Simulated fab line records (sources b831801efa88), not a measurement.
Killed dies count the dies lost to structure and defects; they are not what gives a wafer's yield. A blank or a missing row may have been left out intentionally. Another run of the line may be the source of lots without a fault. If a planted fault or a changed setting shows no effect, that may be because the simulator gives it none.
Which of the tools did it? | flow gf180mcu | 13 lots, 39 wafers sampled, at 2 steps of a route of 602

== WHAT EACH GAUGE READ, for each wafer ==
GF_V4_RS_MEAS_24: measurement is done with a four-point probe. Usual: V4_W_RS 0.328 ohm/sq, standard deviation 0.0039.
lot  | measured     | on            | V4_W_RS (ohm/sq)  | flag
L415 | day 24 09:02 | film_metro-01 | 0.325 0.324 0.329 |
L416 | day 24 18:59 | film_metro-04 | 0.322 0.323 0.324 |
L417 | day 25 06:59 | film_metro-01 | 0.327 0.328 0.328 |
L419 | day 25 20:46 | film_metro-04 | 0.337 0.331 0.334 |
L420 | day 26 05:18 | film_metro-03 | 0.331 0.334 0.333 |
L421 | day 26 07:22 | film_metro-03 | 0.327 0.328 0.330 |
L422 | day 26 23:38 | film_metro-03 | 0.331 0.337 0.336 |
L423 | day 27 02:07 | film_metro-01 | 0.328 0.323 0.327 |
L424 | day 27 09:26 | film_metro-01 | 0.333 0.325 0.327 |
L425 | day 27 22:26 | film_metro-04 | 0.332 0.324 0.330 |
L426 | day 28 05:36 | film_metro-04 | 0.322 0.327 0.326 |
L428 | day 28 12:50 | film_metro-04 | 0.330 0.330 0.332 |
L429 | day 29 00:05 | film_metro-01 | 0.325 0.324 0.323 |

GF_MIM_RS_MEAS_10: measurement is done with a four-point probe. Usual: MIM_ALCU_RS 0.1601 ohm/sq, standard deviation 0.002.
lot  | measured     | on            | MIM_ALCU_RS (ohm/sq) | flag
L415 | day 24 09:56 | film_metro-04 | 0.1646 0.1622 0.1607 |
L416 | day 24 19:53 | film_metro-02 | 0.1627 0.1586 0.1609 |
L417 | day 25 07:53 | film_metro-04 | 0.1608 0.1620 0.1594 |
L419 | day 25 21:39 | film_metro-04 | 0.1575 0.1591 0.1569 |
L420 | day 26 06:11 | film_metro-02 | 0.1592 0.1589 0.1586 |
L421 | day 26 08:16 | film_metro-02 | 0.1639 0.1619 0.1610 |
L422 | day 27 00:31 | film_metro-01 | 0.1645 0.1636 0.1627 |
L423 | day 27 03:00 | film_metro-02 | 0.1601 0.1602 0.1602 |
L424 | day 27 10:19 | film_metro-01 | 0.1569 0.1602 0.1578 |
L425 | day 27 23:20 | film_metro-02 | 0.1599 0.1573 0.1597 |
L426 | day 28 06:30 | film_metro-02 | 0.1606 0.1607 0.1594 |
L428 | day 28 13:43 | film_metro-02 | 0.1635 0.1613 0.1636 |
L429 | day 29 00:59 | film_metro-02 | 0.1596 0.1584 0.1610 |

== WHICH TOOL RAN EACH LOT (tool, then ch and the chambers of the sampled wafers, then the start) ==
The record shows no process step preceding these readings.

== AS READ BY THE TOOLS THEMSELVES (means over the sampled wafers that have a number; for cases with no such wafer, the mark the record gives instead) ==
The record holds no such reading with a usual standard deviation.

== THE ANSWER, worked out from the rows above alone ==
Rule: a lot counts as off when the mean over its wafers that have a number is more than 3 standard deviations away from the usual mean. A lot without any number at a reading at which 4 lots or more have one is off too. Where the step has rows for the other lots, those lots are counted as sound. After the gauges, taken in route order, come the tools' own readings; for these a lot's mean is taken, as printed above. The first step at which some lot is off is used, and at that step the reading that is off furthest; a lot without a number counts as furthest.
Across all readings shown, no lot is off: no conclusion can be drawn from this.

== WHAT THE SIMULATOR HAD INSERTED ==
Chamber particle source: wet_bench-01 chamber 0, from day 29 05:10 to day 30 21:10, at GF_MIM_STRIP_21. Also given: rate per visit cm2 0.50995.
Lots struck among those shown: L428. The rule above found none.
